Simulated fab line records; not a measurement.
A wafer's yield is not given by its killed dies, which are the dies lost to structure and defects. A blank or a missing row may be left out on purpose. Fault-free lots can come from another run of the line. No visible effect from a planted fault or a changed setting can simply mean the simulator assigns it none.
fab line records | flow gf180mcu
record: lots: 10 | wafers: 30 | last-day: 34
route steps=602 shown V1@357 V2@405 V4@502 V5@564
lots with no fault: from the same line, run without faults
start-h: start of the lot's first displayed wafer, in hours after the record's first day | wait-h: hours since the lot's step before | " unchanged from the row above | L1.1+2: a single row standing in for several wafers | - no value present, or no start provided | * or withheld: withheld | < > ~ a bound
route shown NAME@n: names a module that has steps shown in the file, with the first one's number in the route | usual: mean/standard deviation taken from wafers without a fault | same: alike in all rows | chamber/n: place in a boat | sites: the reading at each site | _std_site: how widely they spread, as a standard deviation | _edge_site: inner sites' mean taken away from outer sites' mean | radius-mm: for every site, how far away it sits from the centre of the wafer | mask NAME#n: copy n | behind: the tool/chamber that last shaped the wafer | hold: the reason the lot was held/the length of the hold in hours/how it ended | device: transistor that didn't switch, given as n, p or np | end of line: tests of these same wafers at the route's end | where a step has no rows: the recipe by itself | killed: the dies lost at the first sort to structure and to defects; this is not the yield of the wafer | map: dies across one wafer; x = killed, . = not, _ = none there
set.NAME: setting as actually run; set.NAME@STEP: the setting as run at that earlier step | model.NAME: the simulator's own value behind a step, which no gauge read
one table for each step of the route and one row for each wafer, over a sample of lots
services: a tool's chamber out of use, with start hour (start-h, from the record's first day; less than 0 if before it), hours out, and reason
== steps ==
step: GF_V1_SPUTTER_22
recipe: material: TiN | target-thk-nm: 10 | chamber-pressure-pa: 5 | power-w: 4000 | time-s: 40
usual: throttle-valve-pct: 29.8/1.1
lot.wafer | tool           | chamber | start-h | wait-h | throttle-valve-pct
L337.1    | pvd-sputter-02 | -       | 427.30  | 0.0    | 30.6
L337.4    | "              | -       | "       | "      | 28.9
L337.5    | "              | -       | "       | "      | 29.4
L338.2    | pvd-sputter-02 | -       | 437.38  | 0.0    | 29.3
L338.4    | "              | -       | "       | "      | 30.2
L338.6    | "              | -       | "       | "      | 29.5
L339.3    | pvd-sputter-02 | -       | 443.86  | 0.0    | 29.3
L339.5    | "              | -       | "       | "      | 28.9
L339.6    | "              | -       | "       | "      | 29.6
L344.1    | pvd-sputter-02 | -       | 486.43  | 0.0    | 29.4
L344.4    | "              | -       | "       | "      | 30.2
L344.6    | "              | -       | "       | "      | 29.5
L345.1    | pvd-sputter-03 | -       | 495.86  | 0.0    | 29.5
L345.4    | "              | -       | "       | "      | 31.4
L345.5    | "              | -       | "       | "      | 30.2
L353.1    | pvd-sputter-02 | -       | 562.35  | 0.0    | 29.3
L353.2    | "              | -       | "       | "      | 30.4
L353.4    | "              | -       | "       | "      | 28.9
L354.1    | pvd-sputter-03 | -       | 574.65  | 0.0    | 31.6
L354.3    | "              | -       | "       | "      | 29.3
L354.5    | "              | -       | "       | "      | 30.2
L355.1    | pvd-sputter-02 | -       | 575.72  | 0.0    | 30.2
L355.3    | "              | -       | "       | "      | 28.8
L355.5    | "              | -       | "       | "      | 30.4
L356.1    | pvd-sputter-03 | -       | 584.03  | 0.0    | 29.6
L356.2    | "              | -       | "       | "      | 27.7
L356.5    | "              | -       | "       | "      | 27.5
L358.1    | pvd-sputter-02 | -       | 601.15  | 0.0    | 29.3
L358.2    | "              | -       | "       | "      | 29.6
L358.4    | "              | -       | "       | "      | 28.9
step: GF_V2_CVD_23
recipe: material: W | target-thk-nm: 350 | time-s: 104.94 | temp-c: 400 | pressure-torr: 40
usual: heater-power-w: 799/51 | susceptor-temp-C: 400.01/0.24
lot.wafer | tool     | chamber | start-h | wait-h | heater-power-w | susceptor-temp-C
L337.1    | cvd-w-01 | 0       | 479.53  | 0.0    | 886            | 400.25
L337.4    | "        | 0       | "       | "      | 861            | 400.06
L337.5    | "        | 1       | "       | "      | 726            | 400.11
L338.2    | cvd-w-02 | 0       | 488.37  | 0.0    | 789            | 399.63
L338.4    | "        | 0       | "       | "      | 782            | 400.17
L338.6    | "        | 0       | "       | "      | 787            | 399.89
L339.3    | cvd-w-02 | 1       | 496.06  | 0.1    | 775            | 399.90
L339.5    | "        | 0       | "       | "      | 798            | 399.98
L339.6    | "        | 1       | "       | "      | 801            | 400.04
L344.1    | cvd-w-01 | 0       | 535.92  | 0.0    | 822            | 391.44
L344.4    | "        | 1       | "       | "      | 687            | 391.09
L344.6    | "        | 1       | "       | "      | 700            | 390.79
L345.1    | cvd-w-01 | 1       | 545.35  | 0.0    | 713            | 390.65
L345.4    | "        | 0       | "       | "      | 799            | 390.96
L345.5    | "        | 1       | "       | "      | 677            | 390.76
L353.1    | cvd-w-02 | 0       | 608.12  | 0.1    | 786            | 399.85
L353.2    | "        | 1       | "       | "      | 783            | 400.28
L353.4    | "        | 0       | "       | "      | 800            | 399.90
L354.1    | cvd-w-01 | 1       | 619.52  | 0.0    | 741            | 400.12
L354.3    | "        | 1       | "       | "      | 781            | 400.33
L354.5    | "        | 0       | "       | "      | 884            | 400.03
L355.1    | cvd-w-01 | 0       | 620.45  | 0.0    | 857            | 400.52
L355.3    | "        | 1       | "       | "      | 758            | 399.74
L355.5    | "        | 0       | "       | "      | 864            | 400.24
L356.1    | cvd-w-02 | 0       | 629.35  | 0.0    | 797            | 400.23
L356.2    | "        | 1       | "       | "      | 787            | 400.27
L356.5    | "        | 0       | "       | "      | 801            | 400.00
L358.1    | cvd-w-01 | 1       | 644.60  | 0.0    | 742            | 399.80
L358.2    | "        | 0       | "       | "      | 892            | 400.00
L358.4    | "        | 0       | "       | "      | 878            | 400.11
step: GF_V2_RS_MEAS_24
recipe: thk-meas-gauge: four-point-probe | reads: W_of_V2_CVD_23+TiN_of_V2_SPUTTER_22+Ti_of_V2_SPUTTER_21
usual: V2_W_RS: 0.328/0.0037
lot.wafer | tool          | chamber | start-h | wait-h | hold                     | V2_W_RS[ohm/sq]
L337.1    | film-metro-04 | -       | 479.65  | 0.1    | -                        | 0.325
L337.4    | "             | -       | "       | "      | -                        | 0.327
L337.5    | "             | -       | "       | "      | -                        | 0.330
L338.2    | film-metro-01 | -       | 488.50  | 0.1    | -                        | 0.330
L338.4    | "             | -       | "       | "      | -                        | 0.330
L338.6    | "             | -       | "       | "      | -                        | 0.331
L339.3    | film-metro-04 | -       | 496.17  | 0.1    | -                        | 0.326
L339.5    | "             | -       | "       | "      | -                        | 0.331
L339.6    | "             | -       | "       | "      | -                        | 0.324
L344.1    | film-metro-04 | -       | 536.03  | 0.1    | await-dispo/0.2h/release | 0.384
L344.4    | "             | -       | "       | "      | await-dispo/0.2h/release | 0.386
L344.6    | "             | -       | "       | "      | await-dispo/0.2h/release | 0.387
L344.1    | film-metro-04 | -       | 536.44  | 0.4    | -                        | 0.385
L344.4    | "             | -       | "       | "      | -                        | 0.386
L344.6    | "             | -       | "       | "      | -                        | 0.385
L345.1    | film-metro-04 | -       | 545.46  | 0.1    | await-dispo/0.2h/release | 0.394
L345.4    | "             | -       | "       | "      | await-dispo/0.2h/release | 0.388
L345.5    | "             | -       | "       | "      | await-dispo/0.2h/release | 0.392
L345.1    | film-metro-04 | -       | 545.75  | 0.3    | -                        | 0.394
L345.4    | "             | -       | "       | "      | -                        | 0.389
L345.5    | "             | -       | "       | "      | -                        | 0.392
L353.1    | film-metro-02 | -       | 608.23  | 0.1    | -                        | 0.328
L353.2    | "             | -       | "       | "      | -                        | 0.318
L353.4    | "             | -       | "       | "      | -                        | 0.330
L354.1    | film-metro-04 | -       | 619.63  | 0.1    | -                        | 0.327
L354.3    | "             | -       | "       | "      | -                        | 0.329
L354.5    | "             | -       | "       | "      | -                        | 0.327
L355.1    | film-metro-04 | -       | 620.56  | 0.1    | -                        | 0.334
L355.3    | "             | -       | "       | "      | -                        | 0.336
L355.5    | "             | -       | "       | "      | -                        | 0.331
L356.1    | film-metro-02 | -       | 629.46  | 0.1    | -                        | 0.331
L356.2    | "             | -       | "       | "      | -                        | 0.327
L356.5    | "             | -       | "       | "      | -                        | 0.331
L358.1    | film-metro-04 | -       | 644.71  | 0.1    | -                        | 0.332
L358.2    | "             | -       | "       | "      | -                        | 0.328
L358.4    | "             | -       | "       | "      | -                        | 0.332
step: GF_V2_THK_MEAS_25
recipe: thk-meas-gauge: xrf | reads: W_of_V2_CVD_23
usual: V2_W_THK: 365/5.6
lot.wafer | tool          | chamber | start-h | wait-h | hold                     | V2_W_THK[nm]
L337.1    | film-metro-04 | -       | 479.77  | 0.1    | -                        | 367
L337.4    | "             | -       | "       | "      | -                        | 363
L337.5    | "             | -       | "       | "      | -                        | 358
L338.2    | film-metro-01 | -       | 488.61  | 0.1    | -                        | 361
L338.4    | "             | -       | "       | "      | -                        | 360
L338.6    | "             | -       | "       | "      | -                        | 359
L339.3    | film-metro-04 | -       | 496.27  | 0.1    | -                        | 365
L339.5    | "             | -       | "       | "      | -                        | 360
L339.6    | "             | -       | "       | "      | -                        | 368
L344.1    | film-metro-04 | -       | 540.17  | 3.7    | await-dispo/0.2h/release | 308
L344.4    | "             | -       | "       | "      | await-dispo/0.2h/release | 306
L344.6    | "             | -       | "       | "      | await-dispo/0.2h/release | 308
L344.1    | film-metro-04 | -       | 540.40  | 0.2    | -                        | 309
L344.4    | "             | -       | "       | "      | -                        | 306
L344.6    | "             | -       | "       | "      | -                        | 307
L345.1    | film-metro-04 | -       | 549.54  | 3.8    | await-dispo/0.2h/release | 300
L345.4    | "             | -       | "       | "      | await-dispo/0.2h/release | 305
L345.5    | "             | -       | "       | "      | await-dispo/0.2h/release | 302
L345.1    | film-metro-04 | -       | 549.77  | 0.2    | -                        | 300
L345.4    | "             | -       | "       | "      | -                        | 305
L345.5    | "             | -       | "       | "      | -                        | 302
L353.1    | film-metro-02 | -       | 608.35  | 0.1    | -                        | 370
L353.2    | "             | -       | "       | "      | -                        | 380
L353.4    | "             | -       | "       | "      | -                        | 368
L354.1    | film-metro-04 | -       | 619.75  | 0.1    | -                        | 365
L354.3    | "             | -       | "       | "      | -                        | 363
L354.5    | "             | -       | "       | "      | -                        | 366
L355.1    | film-metro-04 | -       | 620.68  | 0.1    | -                        | 356
L355.3    | "             | -       | "       | "      | -                        | 352
L355.5    | "             | -       | "       | "      | -                        | 361
L356.1    | film-metro-02 | -       | 629.58  | 0.1    | -                        | 371
L356.2    | "             | -       | "       | "      | -                        | 378
L356.5    | "             | -       | "       | "      | -                        | 375
L358.1    | film-metro-04 | -       | 644.83  | 0.1    | -                        | 363
L358.2    | "             | -       | "       | "      | -                        | 365
L358.4    | "             | -       | "       | "      | -                        | 359
step: GF_V2_CMP_26
recipe: stop-on: SiO2 | down-force-psi: 3.5 | platen-rpm: 60 | t-overpolish-s: 15 | target-thk-nm: 0 | pad-velocity-m-s: 0.94248
usual: head-pressure-psi: 3.500/0.0076 | motor-current-A: 11.7/0.95 | time-to-endpoint-s: 84/3.2
lot.wafer | tool   | chamber | start-h | wait-h | hold                     | head-pressure-psi | motor-current-A | time-to-endpoint-s
L337.4    | cmp-01 | 0       | 479.83  | 0.0    | -                        | 3.499             | 11.2            | 82
L337.1    | "      | 2       | "       | "      | -                        | 3.502             | 10.9            | 85
L337.5    | "      | 0       | "       | "      | -                        | 3.501             | 11.3            | 86
L338.2    | cmp-01 | 0       | 488.71  | 0.1    | -                        | 3.491             | 11.5            | 84
L338.4    | "      | 2       | "       | "      | -                        | 3.511             | 10.7            | 84
L338.6    | "      | 3       | "       | "      | -                        | 3.505             | 10.4            | 79
L339.3    | cmp-01 | 3       | 496.36  | 0.1    | -                        | 3.502             | 10.7            | 80
L339.6    | "      | 2       | "       | "      | -                        | 3.511             | 9.8             | 78
L339.5    | "      | 3       | "       | "      | -                        | 3.507             | 10.9            | 78
L344.4    | cmp-02 | 2       | 542.36  | 1.9    | await-dispo/1.9h/release | 3.511             | 13.0            | 75
L344.1    | "      | 1       | "       | "      | await-dispo/1.9h/release | 3.499             | 13.1            | 72
L344.6    | "      | 3       | "       | "      | await-dispo/1.9h/release | 3.504             | 11.3            | 73
L345.1    | cmp-01 | 2       | 553.68  | 3.9    | await-dispo/3.8h/release | 3.500             | 10.3            | 71
L345.4    | "      | 3       | "       | "      | await-dispo/3.8h/release | 3.505             | 11.3            | 73
L345.5    | "      | 2       | "       | "      | await-dispo/3.8h/release | 3.505             | 10.0            | 69
L353.1    | cmp-01 | 2       | 608.41  | 0.1    | -                        | 3.505             | 10.6            | 86
L353.2    | "      | 0       | "       | "      | -                        | 3.487             | 12.1            | 89
L353.4    | "      | 1       | "       | "      | -                        | 3.512             | 12.4            | 87
L354.1    | cmp-02 | 1       | 619.81  | 0.1    | -                        | 3.517             | 13.7            | 79
L354.3    | "      | 3       | "       | "      | -                        | 3.501             | 11.5            | 81
L354.5    | "      | 1       | "       | "      | -                        | 3.511             | 13.2            | 82
L355.1    | cmp-02 | 3       | 620.84  | 0.1    | -                        | 3.499             | 11.4            | 86
L355.3    | "      | 0       | "       | "      | -                        | 3.486             | 11.2            | 82
L355.5    | "      | 1       | "       | "      | -                        | 3.489             | 12.8            | 83
L356.2    | cmp-02 | 0       | 629.69  | 0.1    | -                        | 3.492             | 11.2            | 85
L356.1    | "      | 2       | "       | "      | -                        | 3.491             | 12.8            | 84
L356.5    | "      | 3       | "       | "      | -                        | 3.506             | 11.6            | 84
L358.1    | cmp-02 | 1       | 645.11  | 0.3    | -                        | 3.510             | 13.3            | 80
L358.4    | "      | 2       | "       | "      | -                        | 3.515             | 13.0            | 85
L358.2    | "      | 0       | "       | "      | -                        | 3.510             | 10.5            | 85
step: GF_V4_CMP_26
recipe: stop-on: SiO2 | down-force-psi: 3.5 | platen-rpm: 60 | t-overpolish-s: 15 | target-thk-nm: 0 | pad-velocity-m-s: 0.94248
usual: head-pressure-psi: 3.499/0.0078 | motor-current-A: 11.7/0.95 | overpolish-run-s: 14.999/0.009 | time-to-endpoint-s: 85/3.6
lot.wafer | tool   | chamber | start-h | wait-h | head-pressure-psi | motor-current-A | overpolish-run-s | time-to-endpoint-s
L337.1    | cmp-02 | 1       | 579.54  | 0.1    | 3.499             | 13.2            | 15.006           | 82
L337.4    | "      | 0       | "       | "      | 3.501             | 11.0            | 15.007           | 81
L337.5    | "      | 1       | "       | "      | 3.486             | 13.2            | 15.000           | 83
L338.4    | cmp-02 | 3       | 585.63  | 0.1    | 3.520             | 10.8            | 15.010           | 88
L338.2    | "      | 0       | "       | "      | 3.503             | 10.8            | 14.990           | 85
L338.6    | "      | 1       | "       | "      | 3.504             | 13.0            | 15.003           | 79
L339.3    | cmp-01 | 0       | 592.58  | 0.0    | 3.507             | 11.1            | 15.004           | 81
L339.5    | "      | 0       | "       | "      | 3.496             | 11.2            | 14.988           | 78
L339.6    | "      | 1       | "       | "      | 3.498             | 13.2            | 15.005           | 78
L344.1    | cmp-02 | 1       | 628.22  | 0.1    | 3.494             | 13.2            | 14.994           | 85
L344.4    | "      | 3       | "       | "      | 3.490             | 11.9            | 15.001           | 82
L344.6    | "      | 2       | "       | "      | 3.498             | 12.7            | 14.999           | 82
L345.4    | cmp-02 | 1       | 636.21  | 0.0    | 3.483             | 13.1            | 14.992           | 88
L345.1    | "      | 2       | "       | "      | 3.501             | 12.3            | 15.000           | 89
L345.5    | "      | 2       | "       | "      | 3.508             | 12.3            | 15.002           | 91
L353.1    | cmp-02 | 0       | 694.12  | 0.1    | 3.493             | 11.7            | 15.015           | 85
L353.2    | "      | 1       | "       | "      | 3.511             | 13.4            | 14.994           | 83
L353.4    | "      | 2       | "       | "      | 3.493             | 12.7            | 15.000           | 85
L354.1    | cmp-01 | 1       | 708.09  | 0.4    | 3.489             | 12.5            | 15.004           | 87
L354.3    | "      | 0       | "       | "      | 3.504             | 11.4            | 14.989           | 87
L354.5    | "      | 2       | "       | "      | 3.515             | 10.2            | 15.005           | 84
L355.1    | cmp-01 | 2       | 708.39  | 0.5    | 3.499             | 10.4            | 14.990           | 76
L355.3    | "      | 3       | "       | "      | 3.499             | 10.7            | 15.017           | 79
L355.5    | "      | 3       | "       | "      | 3.492             | 10.6            | 15.001           | 79
L356.2    | cmp-01 | 0       | 713.02  | 0.0    | 3.493             | 11.5            | 14.995           | 86
L356.1    | "      | 3       | "       | "      | 3.491             | 10.4            | 14.994           | 84
L356.5    | "      | 1       | "       | "      | 3.506             | 12.6            | 15.001           | 86
L358.1    | cmp-01 | 0       | 730.20  | 0.1    | 3.493             | 11.7            | 14.994           | 87
L358.4    | "      | 1       | "       | "      | 3.487             | 12.5            | 15.011           | 83
L358.2    | "      | 3       | "       | "      | 3.517             | 10.6            | 14.997           | 85
step: GF_V5_RS_MEAS_24
recipe: thk-meas-gauge: four-point-probe | reads: W_of_V5_CVD_23+TiN_of_V5_SPUTTER_22+Ti_of_V5_SPUTTER_21
usual: V5_W_RS: 0.324/0.0047
lot.wafer | tool          | chamber | start-h | wait-h | V5_W_RS[ohm/sq]
L337.1    | film-metro-02 | -       | 644.63  | 0.1    | 0.330
L337.4    | "             | -       | "       | "      | 0.329
L337.5    | "             | -       | "       | "      | 0.328
L338.2    | film-metro-03 | -       | 651.46  | 0.1    | 0.326
L338.4    | "             | -       | "       | "      | 0.326
L338.6    | "             | -       | "       | "      | 0.328
L339.3    | film-metro-02 | -       | 657.86  | 0.1    | 0.322
L339.5    | "             | -       | "       | "      | 0.320
L339.6    | "             | -       | "       | "      | 0.327
L344.1    | film-metro-03 | -       | 691.43  | 0.1    | 0.321
L344.4    | "             | -       | "       | "      | 0.323
L344.6    | "             | -       | "       | "      | 0.322
L345.1    | film-metro-01 | -       | 697.13  | 0.1    | 0.321
L345.4    | "             | -       | "       | "      | 0.321
L345.5    | "             | -       | "       | "      | 0.328
L353.1    | film-metro-02 | -       | 751.37  | 0.1    | 0.324
L353.2    | "             | -       | "       | "      | 0.321
L353.4    | "             | -       | "       | "      | 0.326
L354.1    | film-metro-03 | -       | 764.17  | 0.2    | 0.318
L354.3    | "             | -       | "       | "      | 0.320
L354.5    | "             | -       | "       | "      | 0.321
L355.1    | film-metro-03 | -       | 764.60  | 0.1    | 0.324
L355.3    | "             | -       | "       | "      | 0.331
L355.5    | "             | -       | "       | "      | 0.330
L356.1    | film-metro-01 | -       | 767.51  | 0.1    | 0.332
L356.2    | "             | -       | "       | "      | 0.323
L356.5    | "             | -       | "       | "      | 0.319
L358.1    | film-metro-01 | -       | 783.69  | 0.1    | 0.321
L358.2    | "             | -       | "       | "      | 0.330
L358.4    | "             | -       | "       | "      | 0.324
== services ==
tool           | chamber | start-h | hours | kind
cmp-02         | -       | 404.27  | 4.0   | pm
cvd-w-01       | -       | 413.87  | 2.8   | pm
cvd-w-01       | -       | 417.14  | 1.6   | repair
cvd-w-01       | -       | 429.28  | 2.2   | repair
cmp-01         | -       | 442.50  | 2.4   | repair
cmp-02         | -       | 462.89  | 5.3   | repair
cvd-w-02       | -       | 470.91  | 0.6   | repair
pvd-sputter-02 | -       | 497.88  | 2.6   | repair
cmp-01         | -       | 501.51  | 3.1   | repair
cvd-w-02       | -       | 514.91  | 1.2   | repair
cvd-w-01       | -       | 525.53  | 6.0   | pm
cmp-02         | -       | 527.75  | 6.4   | pm
cvd-w-02       | -       | 531.53  | 14.6  | pm
cmp-02         | -       | 557.09  | 1.0   | repair
cmp-01         | -       | 559.21  | 3.0   | pm
cmp-01         | -       | 572.00  | 4.0   | pm
cmp-02         | -       | 591.86  | 2.5   | pm
cvd-w-01       | -       | 599.77  | 17.0  | repair
cvd-w-02       | -       | 616.81  | 6.9   | pm
cmp-01         | -       | 616.97  | 56.3  | repair
cmp-01         | -       | 646.14  | 0.3   | repair
cmp-02         | -       | 662.18  | 3.0   | repair
cmp-01         | -       | 673.22  | 5.5   | pm
cmp-01         | -       | 706.33  | 0.9   | repair
== key ==
first-sign: step: GF_V2_CVD_23 | reading: susceptor-temp-C | direction: down | sigmas: 37 | usual: * | struck: *
effect: step: GF_V2_RS_MEAS_24 | reading: visit | direction: added
effect: step: GF_V2_RS_MEAS_24 | reading: V2_W_RS | direction: up | sigmas: 16 | usual: 0.328 | struck: 0.389
effect: step: GF_V2_THK_MEAS_25 | reading: visit | direction: added
effect: step: GF_V2_THK_MEAS_25 | reading: V2_W_THK | direction: down | sigmas: 11 | usual: 365 | struck: 305
effect: step: GF_V2_CMP_26 | reading: time-to-endpoint-s | direction: down | sigmas: 3.7 | usual: * | struck: *
met-at GF_V2_CVD_23
struck-lots L344,L345
not-acting-at GF_V1_SPUTTER_22,GF_V4_CMP_26,GF_V5_RS_MEAS_24
onset-between 479.53 535.92
fault: kind: process-parameter-drift | tool: cvd-w-01 | chamber: - | onset-h: 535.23 | steps: GF_V2_CVD_23 | channel: temp-c | offset: * | shape: step | end-h: 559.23 | acts-in: * | stated: *
